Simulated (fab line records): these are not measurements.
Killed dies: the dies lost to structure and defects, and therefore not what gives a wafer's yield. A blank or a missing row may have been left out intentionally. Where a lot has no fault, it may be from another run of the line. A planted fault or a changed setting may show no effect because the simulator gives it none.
The tool behind it: which one? || flow gf180mcu || 18 wafers from 6 lots sampled at 3 of the route's 602 steps

== WHAT THE GAUGES READ, wafer by wafer ==
GF_V5_CD_MEAS_14: the cd target is 260 nm.
{"lot": "L968", "measured": "day 27 21:14", "on": "cdSem-01", "cdNm (nm)": "258.9 260.6 259.7"}
{"lot": "L973", "measured": "day 29 13:04", "on": "cdSem-02", "cdNm (nm)": "260.1 259.0 260.8"}
{"lot": "L980", "measured": "day 31 19:24", "on": "cdSem-01", "cdNm (nm)": "248.4 249.0 248.0 248.8 249.0 248.0"}
{"lot": "L982", "measured": "day 32 01:28", "on": "cdSem-02", "cdNm (nm)": "259.7 258.0 259.2"}
{"lot": "L986", "measured": "day 32 21:56", "on": "cdSem-01", "cdNm (nm)": "261.0 259.9 258.8"}
{"lot": "L988", "measured": "day 33 08:46", "on": "cdSem-02", "cdNm (nm)": "260.0 259.2 259.3"}

== EACH LOT AND THE TOOL THAT RAN IT (in order: tool; ch and the chambers of the sampled wafers; start) ==
{"lot": "L968", "GF_M5_METAL_ETCH_10": "rieMetal-02 ch 0,1, day 27 00:14", "GF_V5_SOFTBAKE_10": "lithoTrack-03 ch 0, day 27 11:00"}
{"lot": "L973", "GF_M5_METAL_ETCH_10": "rieMetal-03 ch 0,1, day 28 16:44", "GF_V5_SOFTBAKE_10": "lithoTrack-04 ch 0, day 29 03:00"}
{"lot": "L980", "GF_M5_METAL_ETCH_10": "rieMetal-02 ch 0,1, day 31 01:14", "GF_V5_SOFTBAKE_10": "lithoTrack-02 ch 0, day 31 10:00"}
{"lot": "L982", "GF_M5_METAL_ETCH_10": "rieMetal-04 ch 0,1, day 31 06:45", "GF_V5_SOFTBAKE_10": "lithoTrack-03 ch 0, day 31 16:00"}
{"lot": "L986", "GF_M5_METAL_ETCH_10": "rieMetal-04 ch 0,1, day 32 04:16", "GF_V5_SOFTBAKE_10": "lithoTrack-04 ch 0, day 32 13:00"}
{"lot": "L988", "GF_M5_METAL_ETCH_10": "rieMetal-02 ch 0,1, day 32 15:23", "GF_V5_SOFTBAKE_10": "lithoTrack-03 ch 0, day 33 00:00"}
- GF_M5_METAL_ETCH_10: etches the open film in Cl2/BCl3, stops on SiO2, target depth 627.5 nm, time 104.6 s.
- GF_V5_SOFTBAKE_10: time 60 s.

== THE ANSWER, worked out from the rows above alone ==
Rule: what is usual is taken from the lots themselves. The widest of any qualifying gaps counts: lots, ordered by their means at a reading, are off when they make up no more than a third of the lots, leave a main group of 4 or more, and stand apart from it by 3 or more times the standard deviation of that group's means. A main group is skipped when, at the precision printed for the reading in the tables above, its means are all equal. A lot without any number at a reading at which 4 lots or more have one is off too. Where the step has rows for the other lots, those lots are counted as sound.
Off: L980 (GF_V5_CD_MEAS_14, cdNm). Mean 259.6 nm and standard deviation 0.36 in the main group.
A tool fits if, at a process step before that reading, it ran every lot that is off, and no sound lot after the first of them. Gauges at GF_V5_CD_MEAS_14: tried the same way as those tools. One fits: GF_V5_SOFTBAKE_10 on lithoTrack-02. It ran no sound lot before its first lot that is off in this sample, so the start can't be narrowed down.

== WHAT THE SIMULATOR HAD INSERTED ==
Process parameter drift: lithoTrack-02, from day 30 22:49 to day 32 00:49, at GF_V5_SOFTBAKE_10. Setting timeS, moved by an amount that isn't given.
Shown lots that were struck: L980. The same result came from the rule above.
